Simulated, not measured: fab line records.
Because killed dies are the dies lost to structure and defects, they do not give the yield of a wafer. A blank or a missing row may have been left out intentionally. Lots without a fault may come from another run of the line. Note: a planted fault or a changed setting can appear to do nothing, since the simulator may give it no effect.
Lot-split experiment    flow sky130    5 lots, 23 wafers read, on a route of 708 steps

ABOUT THE SPLIT
At SKY_CAPM_DEVELOP_11 (develop time 60 s), the setting dev_temp_c was moved away from the recipe's 23 C on 10 of the 23 wafers read, by -12.8% to +15.6%. All remaining wafers had this setting at the recipe value.

Split to reading: the file shows no intervening step.

THE READING
CAPM.cd_nm (the simulator's own value, which no gauge read), in nm, at SKY_CAPM_METAL_ETCH_13 (etches TiN in Cl2/BCl3, stops on SiO2, target depth 220 nm, time 62.9 s). The file gives no usual value for it. The 13 wafers here that ran the recipe average 1002.2 nm, standard deviation 1.8 nm.

wafer   tool, chamber at the split  dev_temp_c as run, C  against the recipe  CAPM.cd_nm, nm  against lot-mates on the recipe
L076.2  litho_track-04, 0           23                    recipe              998.4           -
L076.3  litho_track-04, 0           23                    recipe              998.8           -
L076.4  litho_track-04, 0           22.01                 -4.3%               996.7           -1.9
L076.5  litho_track-04, 0           22.01                 -4.3%               998.7           +0.1
L076.6  litho_track-04, 0           22.01                 -4.3%               996.8           -1.8
L080.1  litho_track-04, 0           23                    recipe              1004            -
L080.5  litho_track-04, 0           23                    recipe              1004            -
L080.3  litho_track-04, 0           20.05                 -12.8%              992.9           -10.4
L080.4  litho_track-04, 0           20.05                 -12.8%              993.5           -9.8
L080.6  litho_track-04, 0           23                    recipe              1002            -
L081.1  litho_track-03, 0           26.37                 +14.7%              1014            +11.0
L081.2  litho_track-03, 0           23                    recipe              1003            -
L081.3  litho_track-03, 0           23                    recipe              1003            -
L081.4  litho_track-03, 0           26.37                 +14.7%              1012            +9.0
L081.6  litho_track-03, 0           26.37                 +14.7%              1015            +12.0
L082.1  litho_track-02, 0           23                    recipe              1001            -
L082.2  litho_track-02, 0           23                    recipe              1001            -
L082.4  litho_track-02, 0           26.58                 +15.6%              1014            +12.0
L082.6  litho_track-02, 0           26.58                 +15.6%              1014            +12.0
L082.5  litho_track-02, 0           23                    recipe              1004            -
L084.3  litho_track-03, 0           23                    recipe              1002            -
L084.5  litho_track-03, 0           23                    recipe              1003            -
L084.6  litho_track-03, 0           23                    recipe              1004            -

FIT RESULTS
A straight line over all 23 wafers: CAPM.cd_nm changes by +0.773 nm for each +1% of dev_temp_c; r = +0.97; the points scatter about the line by 1.7 nm.
The same after taking each lot's own level away (the mean of its wafers on the recipe; 23 wafers): +0.733 nm for each +1%; r = +0.98; scatter 1.2 nm.
That fit puts the effect of the largest move of dev_temp_c on the reading at 11 nm.
Across the lots, their own levels run from 998.60 to 1003.33 nm, a range of 2.6 times the standard deviation given above.
Hence the lot-to-lot level has little effect on the slope; both slopes agree.
Check: for one of the wafers moved furthest among these (+15.6%), held out of the fit, the line's prediction against its lot-mates is +11.6 nm. Against them it came out at +12 nm.

OTHER SPLITS ON THESE WAFERS
Before the reading, these wafers also passed through other splits. Each is held against what the fit with the lots' levels taken away leaves over:
other split on the same wafers           wafers away from the commonest value  r with CAPM.cd_nm (lot level and that fit taken away)
SKY_VIA1_SPUTTER_20 chamber_pressure_pa  15                                    -0.17
SKY_VIA2_CMP_02 leave_above_ref_nm       7                                     +0.02
SKY_VIA2_EXPOSE_09 dose_mj               12                                    -0.28
SKY_VIA2_ETCH_15 bias_w                  6                                     +0.34
SKY_METAL3_SPUTTER_00 time_s             8                                     -0.08

FILE'S OWN FIT
CAPM.cd_nm changes by +0.752 nm for each +1% of dev_temp_c, r = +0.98.
